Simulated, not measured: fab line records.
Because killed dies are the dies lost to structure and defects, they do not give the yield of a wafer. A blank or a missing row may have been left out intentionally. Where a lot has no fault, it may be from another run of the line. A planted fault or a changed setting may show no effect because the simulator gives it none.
Matching of chambers / flow gf180mcu / cmp-01 running GF_V4_CMP_04: 4 sister chambers
The step polishes SiO2. 22 wafers are shown with their chamber, then 11 later ones without.

== EACH WAFER AND ITS CHAMBER ==
wafer=L441.4; chamber=3; motorCurrentA (A)=12.3; timeToEndpointS (s)=88
wafer=L441.5; chamber=2; motorCurrentA (A)=12.6; timeToEndpointS (s)=85
wafer=L441.6; chamber=1; motorCurrentA (A)=12.0; timeToEndpointS (s)=92
wafer=L443.1; chamber=3; motorCurrentA (A)=11.6; timeToEndpointS (s)=78
wafer=L443.2; chamber=2; motorCurrentA (A)=12.7; timeToEndpointS (s)=80
wafer=L443.6; chamber=1; motorCurrentA (A)=12.1; timeToEndpointS (s)=76
wafer=L444.1; chamber=0; motorCurrentA (A)=12.1; timeToEndpointS (s)=81
wafer=L444.4; chamber=1; motorCurrentA (A)=11.4; timeToEndpointS (s)=88
wafer=L444.6; chamber=3; motorCurrentA (A)=11.2; timeToEndpointS (s)=89
wafer=L445.1; chamber=0; motorCurrentA (A)=11.2; timeToEndpointS (s)=78
wafer=L445.2; chamber=2; motorCurrentA (A)=13.3; timeToEndpointS (s)=86
wafer=L445.6; chamber=1; motorCurrentA (A)=11.4; timeToEndpointS (s)=88
wafer=L448.2; chamber=2; motorCurrentA (A)=12.2; timeToEndpointS (s)=78
wafer=L448.3; chamber=1; motorCurrentA (A)=12.2; timeToEndpointS (s)=82
wafer=L448.4; chamber=0; motorCurrentA (A)=11.7; timeToEndpointS (s)=88
wafer=L452.1; chamber=2; motorCurrentA (A)=12.1; timeToEndpointS (s)=72
wafer=L452.2; chamber=1; motorCurrentA (A)=12.2; timeToEndpointS (s)=78
wafer=L452.6; chamber=1; motorCurrentA (A)=12.2; timeToEndpointS (s)=82
wafer=L457.3; chamber=0; motorCurrentA (A)=11.9; timeToEndpointS (s)=68
wafer=L457.5; chamber=3; motorCurrentA (A)=11.4; timeToEndpointS (s)=73
wafer=L457.6; chamber=0; motorCurrentA (A)=12.1; timeToEndpointS (s)=74
wafer=L458.2; chamber=2; motorCurrentA (A)=12.5; timeToEndpointS (s)=77

SIGNATURES (averages over the wafers above)
reading=motorCurrentA; chamber 0=11.800; chamber 1=11.929; chamber 2=12.567; chamber 3=11.625; scatter within a chamber=0.407
reading=timeToEndpointS; chamber 0=77.80; chamber 1=83.71; chamber 2=79.67; chamber 3=82.00; scatter within a chamber=6.44
Rule: for a wafer and a chamber, the distance is found by dividing, reading by reading, the gap between the wafer's reading and the chamber's mean by the reading's scatter, squaring, summing and taking the root. The wafer belongs to the nearest chamber; if the next one is less than 2 further off, it can't be placed. The scatter is the square root of a quotient: the sum, over the shown wafers, of each reading's squared deviation from its chamber's mean, divided by wafers minus chambers.

== WAFERS MISSING THEIR CHAMBER ==
wafer=L458.4; motorCurrentA (A)=11.0; timeToEndpointS (s)=90
wafer=L458.6; motorCurrentA (A)=12.4; timeToEndpointS (s)=90
wafer=L460.1; motorCurrentA (A)=11.6; timeToEndpointS (s)=76
wafer=L460.2; motorCurrentA (A)=11.6; timeToEndpointS (s)=78
wafer=L460.3; motorCurrentA (A)=12.6; timeToEndpointS (s)=70
wafer=L461.2; motorCurrentA (A)=11.4; timeToEndpointS (s)=77
wafer=L461.4; motorCurrentA (A)=12.1; timeToEndpointS (s)=80
wafer=L461.5; motorCurrentA (A)=12.6; timeToEndpointS (s)=85
wafer=L463.1; motorCurrentA (A)=11.6; timeToEndpointS (s)=84
wafer=L463.5; motorCurrentA (A)=12.7; timeToEndpointS (s)=83
wafer=L463.6; motorCurrentA (A)=12.4; timeToEndpointS (s)=84

== CHAMBER TAKEN BY EACH ==
wafer=L458.4; from the rows above=can't be placed: 3 or 1 or 0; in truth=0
wafer=L458.6; from the rows above=can't be placed: 1 or 2 or 3 or 0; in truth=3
wafer=L460.1; from the rows above=can't be placed: 0 or 3 or 1 or 2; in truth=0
wafer=L460.2; from the rows above=can't be placed: 0 or 3 or 1 or 2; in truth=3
wafer=L460.3; from the rows above=can't be placed: 2 or 0 or 1 or 3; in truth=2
wafer=L461.2; from the rows above=can't be placed: 3 or 0 or 1 or 2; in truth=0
wafer=L461.4; from the rows above=can't be placed: 1 or 0 or 2 or 3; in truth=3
wafer=L461.5; from the rows above=can't be placed: 2 or 1 or 0 or 3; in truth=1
wafer=L463.1; from the rows above=can't be placed: 3 or 1 or 0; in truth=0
wafer=L463.5; from the rows above=can't be placed: 2 or 1 or 0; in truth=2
wafer=L463.6; from the rows above=can't be placed: 2 or 1 or 0 or 3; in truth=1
Correct placement for 0 of the 11. From these rows, 11 cannot be placed; in 11 the true chamber is one of the candidates. Placed wrongly: 0.
